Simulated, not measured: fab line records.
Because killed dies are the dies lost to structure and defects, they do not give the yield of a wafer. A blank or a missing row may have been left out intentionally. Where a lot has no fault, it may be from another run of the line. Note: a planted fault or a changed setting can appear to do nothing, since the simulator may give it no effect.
The tool behind it: which one? | flow gf180mcu | 36 wafers from 12 lots sampled at 6 of the route's 602 steps

## WHAT EACH GAUGE READ, for each wafer
GF_VT_IMPLANT_OVL_MEAS_18. Usual: VT_IMPLANT_01_OVL typically reads -0.1 nm, with standard deviation 1.5.
lot  | measured     | on         | VT_IMPLANT_01_OVL (nm) | flag
L347 | day 6 14:43  | overlay-02 | -0.5 -0.2 -0.8         | 
L349 | day 6 23:37  | overlay-01 | 2.3 2.0 1.7            | 
L350 | day 7 05:19  | overlay-02 | -2.1 -3.4 -3.1         | 
L351 | day 7 17:25  | overlay-02 | -0.7 -0.1 -1.1         | 
L352 | day 7 19:56  | overlay-01 | -1.7 -0.4 -1.3         | 
L353 | day 8 02:49  | overlay-01 | 0.4 1.4 2.1            | 
L354 | day 8 07:55  | overlay-01 | -0.6 -2.2 -2.5         | 
L355 | day 8 13:11  | overlay-02 | -0.3 0.1 -1.8          | 
L359 | day 9 15:34  | overlay-02 | -2.0 -2.7 -0.6         | 
L360 | day 9 19:28  | overlay-01 | 0.2 2.0 1.0            | 
L364 | day 10 20:52 | overlay-01 | -0.9 -0.7 -0.9         | 
L365 | day 11 03:22 | overlay-02 | 0.9 0.9 2.5            | 

GF_HV_LDD_TW_MEAS_38. Usual: HV_LDD_3_TW typically reads 1440, with standard deviation 13.
lot  | measured     | on           | HV_LDD_3_TW    | flag
L347 | day 11 19:22 | filmMetro-04 | 1423 1422 1417 | 
L349 | day 12 09:31 | filmMetro-02 | 1450 1441 1444 | 
L350 | day 12 16:32 | filmMetro-04 | 1426 1426 1421 | 
L351 | day 13 06:38 | filmMetro-02 | 1450 1447 1446 | 
L352 | day 13 14:17 | filmMetro-03 | 1449 1451 1450 | 
L353 | day 13 21:19 | filmMetro-02 | 1452 1448 1454 | 
L354 | day 14 07:01 | filmMetro-04 | 1425 1424 1424 | 
L355 | day 14 15:00 | filmMetro-04 | 1428 1429 1425 | 
L359 | day 15 22:43 | filmMetro-03 | 1456 1455 1451 | 
L360 | day 16 02:31 | filmMetro-03 | 1443 1444 1440 | 
L364 | day 17 05:34 | filmMetro-02 | 1599 1598 1601 | OFF
L365 | day 17 11:26 | filmMetro-04 | 1589 1575 1582 | OFF

GF_HV_LDD_RS_MEAS_53: uses a four-point probe to measure. Usual: HV_LDD_RS typically reads 418.4 ohm/sq, with standard deviation 0.85.
lot  | measured     | on           | HV_LDD_RS (ohm/sq) | flag
L347 | day 12 13:53 | filmMetro-02 | 417.6 418.3 417.4  | 
L349 | day 13 05:11 | filmMetro-02 | 418.1 417.5 417.7  | 
L350 | day 13 13:19 | filmMetro-03 | 419.1 417.9 420.8  | 
L351 | day 14 03:29 | filmMetro-04 | 420.6 420.0 419.8  | 
L352 | day 14 11:36 | filmMetro-04 | 418.8 419.4 419.5  | 
L353 | day 14 19:02 | filmMetro-03 | 416.9 417.8 417.9  | 
L354 | day 15 04:50 | filmMetro-04 | 419.2 418.8 418.7  | 
L355 | day 15 12:42 | filmMetro-04 | 420.1 418.5 418.1  | 
L359 | day 16 21:17 | filmMetro-02 | 417.7 417.6 418.3  | 
L360 | day 17 01:38 | filmMetro-02 | 417.6 418.7 418.6  | 
L364 | day 18 05:31 | filmMetro-02 | 438.0 438.6 438.0  | OFF
L365 | day 18 10:49 | filmMetro-03 | 439.8 438.7 438.1  | OFF

GF_NSD_CD_MEAS_07: the cd target is 400 nm. Usual: cdNm at 400.0 nm, with a standard deviation of 2.
lot  | measured     | on       | cdNm (nm)         | flag
L347 | day 13 12:55 | cdSem-02 | 399.5 399.6 401.1 | 
L349 | day 14 04:25 | cdSem-01 | 401.7 399.4 402.3 | 
L350 | day 14 14:23 | cdSem-02 | 397.3 395.5 394.2 | 
L351 | day 15 03:03 | cdSem-01 | 398.7 400.5 398.9 | 
L352 | day 15 12:25 | cdSem-01 | 401.1 400.5 401.6 | 
L353 | day 15 19:37 | cdSem-02 | 398.9 399.0 396.3 | 
L354 | day 16 05:04 | cdSem-01 | 402.8 399.6 400.8 | 
L355 | day 16 13:28 | cdSem-01 | 400.1 400.3 400.9 | 
L359 | day 17 22:12 | cdSem-02 | 400.4 397.1 399.7 | 
L360 | day 18 02:39 | cdSem-01 | 397.6 399.5 394.9 | 
L364 | day 19 08:03 | cdSem-02 | 402.9 401.4 401.1 | 
L365 | day 19 12:52 | cdSem-01 | 399.9 401.1 400.9 | 

## WHAT TOOL EACH LOT RAN ON (gives the tool, then ch and the chambers of the sampled wafers, and finally the start)
lot  | GF_HV_LDD_IMPLANT_34            | GF_HV_LDD_STRIP_37
L347 | implanter-02 ch 0, day 11 18:49 | plasmaAsher-01 ch 0,1, day 11 19:16
L349 | implanter-02 ch 0, day 12 08:58 | plasmaAsher-04 ch 0,1, day 12 09:25
L350 | implanter-03 ch 0, day 12 15:59 | plasmaAsher-01 ch 1, day 12 16:25
L351 | implanter-03 ch 0, day 13 06:07 | plasmaAsher-01 ch 0,1, day 13 06:33
L352 | implanter-03 ch 0, day 13 13:47 | plasmaAsher-01 ch 0,1, day 13 14:12
L353 | implanter-03 ch 0, day 13 20:46 | plasmaAsher-01 ch 0,1, day 13 21:13
L354 | implanter-02 ch 0, day 14 06:28 | plasmaAsher-02 ch 0,1, day 14 06:55
L355 | implanter-02 ch 0, day 14 14:29 | plasmaAsher-01 ch 0,1, day 14 14:54
L359 | implanter-03 ch 0, day 15 22:10 | plasmaAsher-01 ch 0,1, day 15 22:37
L360 | implanter-01 ch 0, day 16 01:58 | plasmaAsher-01 ch 0,1, day 16 02:25
L364 | implanter-03 ch 0, day 17 05:01 | plasmaAsher-02 ch 0,1, day 17 05:28
L365 | implanter-02 ch 0, day 17 10:53 | plasmaAsher-04 ch 0,1, day 17 11:19
- GF_HV_LDD_IMPLANT_34
- GF_HV_LDD_STRIP_37: strips in O2/N2.

## WHAT THE TOOLS THEMSELVES READ (means of the sampled wafers that have a number; where no wafer has one, the mark that the record gives instead)
GF_HV_LDD_IMPLANT_34. Usual: endStationPressureTorr 5.04e-06 Torr, standard deviation 2.7e-07; faradayCurrentUA 42.3, standard deviation 0.92; rotationDeg 90.001 degrees, standard deviation 0.025; tiltDeg 30.001 degrees, standard deviation 0.019.
lot  | tool         | endStationPressureTorr (Torr) | faradayCurrentUA | rotationDeg (degrees) | tiltDeg (degrees) | flag
L347 | implanter-02 | 5.36e-06                      | 42.4             | 90.037                | 30.012            | 
L349 | implanter-02 | 4.71e-06                      | 42.5             | 89.994                | 29.975            | 
L350 | implanter-03 | 5.03e-06                      | 42.5             | 89.988                | 30.009            | 
L351 | implanter-03 | 5.24e-06                      | 43.2             | 90.010                | 30.012            | 
L352 | implanter-03 | 5.13e-06                      | 42.0             | 89.961                | 30.000            | 
L353 | implanter-03 | 5.24e-06                      | 41.5             | 89.998                | 29.990            | 
L354 | implanter-02 | 5.01e-06                      | 43.3             | 89.986                | 30.006            | 
L355 | implanter-02 | 4.95e-06                      | 42.3             | 90.014                | 30.005            | 
L359 | implanter-03 | 4.84e-06                      | 41.8             | 89.992                | 29.999            | 
L360 | implanter-01 | 5.11e-06                      | 42.0             | 90.024                | 30.016            | 
L364 | implanter-03 | 5.12e-06                      | 41.4             | 90.020                | 29.992            | 
L365 | implanter-02 | 4.71e-06                      | 42.2             | 89.983                | 30.005            | 

GF_HV_LDD_STRIP_37. Usual: drypumpMotorCurrentA 5.8 A, standard deviation 0.31; heaterPowerW 338 W, standard deviation 32; oesProductAu 0.716 a.u., standard deviation 0.0046; stripTimeToEndpointS 12.64 s, standard deviation 0.034.
lot  | tool           | drypumpMotorCurrentA (A) | heaterPowerW (W) | oesProductAu (a.u.) | stripTimeToEndpointS (s) | flag
L347 | plasmaAsher-01 | 5.8                      | 326              | 0.712               | 12.61                    | 
L349 | plasmaAsher-04 | 6.0                      | 358              | 0.715               | 12.64                    | 
L350 | plasmaAsher-01 | 6.0                      | 303              | 0.712               | 12.65                    | 
L351 | plasmaAsher-01 | 5.6                      | 350              | 0.717               | 12.72                    | 
L352 | plasmaAsher-01 | 5.6                      | 348              | 0.713               | 12.64                    | 
L353 | plasmaAsher-01 | 5.8                      | 323              | 0.715               | 12.69                    | 
L354 | plasmaAsher-02 | 5.8                      | 327              | 0.713               | 12.62                    | 
L355 | plasmaAsher-01 | 5.8                      | 325              | 0.714               | 12.66                    | 
L359 | plasmaAsher-01 | 5.8                      | 325              | 0.718               | 12.67                    | 
L360 | plasmaAsher-01 | 5.6                      | 346              | 0.716               | 12.64                    | 
L364 | plasmaAsher-02 | 5.7                      | 330              | 0.720               | 12.63                    | 
L365 | plasmaAsher-04 | 6.0                      | 365              | 0.721               | 12.65                    | 

## THE ANSWER, worked out from the rows above alone
Rule: a lot is off if the mean of its wafers that have a number lies more than 3 standard deviations from the usual mean. A lot without any number at a reading at which 4 lots or more have one is off too. The other lots that the step has rows for count as sound. After the gauges, taken in route order, come the tools' own readings; for these a lot's mean is taken, as printed above. At the first step where some lot is off, the reading lying furthest off is the one used; lots without a number count as furthest.
Off: L364, L365, seen at GF_HV_LDD_TW_MEAS_38 (HV_LDD_3_TW).
A tool fits if, at a process step before that reading, it ran every lot that is off, and no sound lot after the first of them. The gauges at GF_HV_LDD_TW_MEAS_38 are tried like those tools. None of those tried fits.

## WHAT THE SIMULATOR HAD PUT IN
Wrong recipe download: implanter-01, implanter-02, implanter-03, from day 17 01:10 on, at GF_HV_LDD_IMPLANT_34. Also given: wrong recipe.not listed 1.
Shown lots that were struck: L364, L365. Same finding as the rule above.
